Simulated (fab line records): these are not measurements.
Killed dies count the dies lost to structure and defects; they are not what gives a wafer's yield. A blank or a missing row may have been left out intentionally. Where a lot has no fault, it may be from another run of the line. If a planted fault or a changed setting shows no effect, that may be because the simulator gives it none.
One fault seen from 2 desks :: flow gf180mcu :: numbers are kept per desk, each desk with only its own; the story behind them comes last

## AT THE TOOL OWNER'S DESK: cvd-w-02
The tool's own readings at GF_CONTACT_CVD_24 (deposits W, target thk 300 nm, time 90.339 s): means of the sampled wafers that have a number, for each lot that ran on this tool. Any lot whose mean is over 4 standard deviations away from the usual mean is out of limits and marked OUT; that distance is given in the brackets.
Columns: A = chamber-pressure-Torr at GF_CONTACT_CVD_24, usual 39.99 Torr; B = heater-power-w at GF_CONTACT_CVD_24, usual 834 W
lot: L196
first seen here: day 16 02:35
A: 39.99
B: 933

lot: L207
first seen here: day 20 08:31
A: 40.02
B: 788

lot: L209
first seen here: day 21 02:28
A: 40.08
B: 904

lot: L211
first seen here: day 21 16:35
A: 40.03
B: 846
This desk's finding: nothing out of limits on any of the 4 lots.

## AT THE METROLOGY DESK
What the gauges read, lot by lot, whatever tool the lot ran on: means of the sampled wafers that have a number. Any lot whose mean is over 4 standard deviations away from the usual mean is out of limits and marked OUT; that distance is given in the brackets.
Columns: A = CONTACT_W_RS at GF_CONTACT_RS_MEAS_25, usual 0.385 ohm/sq; B = CONTACT_W_THK at GF_CONTACT_THK_MEAS_26, usual 294 nm
lot: L196
first seen here: day 16 02:41
A: 0.381
B: 298

lot: L199
first seen here: day 16 23:41
A: 0.382
B: 298

lot: L202
first seen here: day 18 08:15
A: 0.386
B: 298

lot: L207
first seen here: day 20 08:43
A: 0.382
B: 298

lot: L209
first seen here: day 21 02:34
A: 0.321 (-16) OUT
B: 384 (+16) OUT

lot: L210
first seen here: day 21 09:59
A: 0.382
B: 293

lot: L211
first seen here: day 21 16:43
A: 0.270 (-29) OUT
B: 446 (+27) OUT

lot: L212
first seen here: day 21 23:20
A: 0.386
B: 290

lot: L214
first seen here: day 22 20:15
A: 0.395
B: 279

lot: L215
first seen here: day 23 01:37
A: 0.387
B: 287

lot: L217
first seen here: day 23 12:38
A: 0.388
B: 287
Finding of this desk: L209, L211 out of limits, first seen on L209 at day 21 02:34 (CONTACT_W_RS at GF_CONTACT_RS_MEAS_25). L196, L199, L202, L207, L210, L212, L214, L215, L217 stayed within limits.

## BROUGHT TOGETHER
An alarm was possible from the metrology desk at day 21 02:34, on L209, L211.
The tool owner's desk saw nothing out of limits.
On record at the tool owner's desk: L209, L211, within its limits.
GF_CONTACT_CVD_24 was run on cvd-w-02 by each of the lots named.

## WHAT THE SIMULATOR HAD PUT IN
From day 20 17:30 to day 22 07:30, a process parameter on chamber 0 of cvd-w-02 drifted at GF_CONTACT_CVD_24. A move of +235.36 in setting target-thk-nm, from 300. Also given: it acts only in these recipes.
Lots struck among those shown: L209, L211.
Time in hours between the start of the fault and the first out-of-limits reading at each desk: metrology desk, 9.
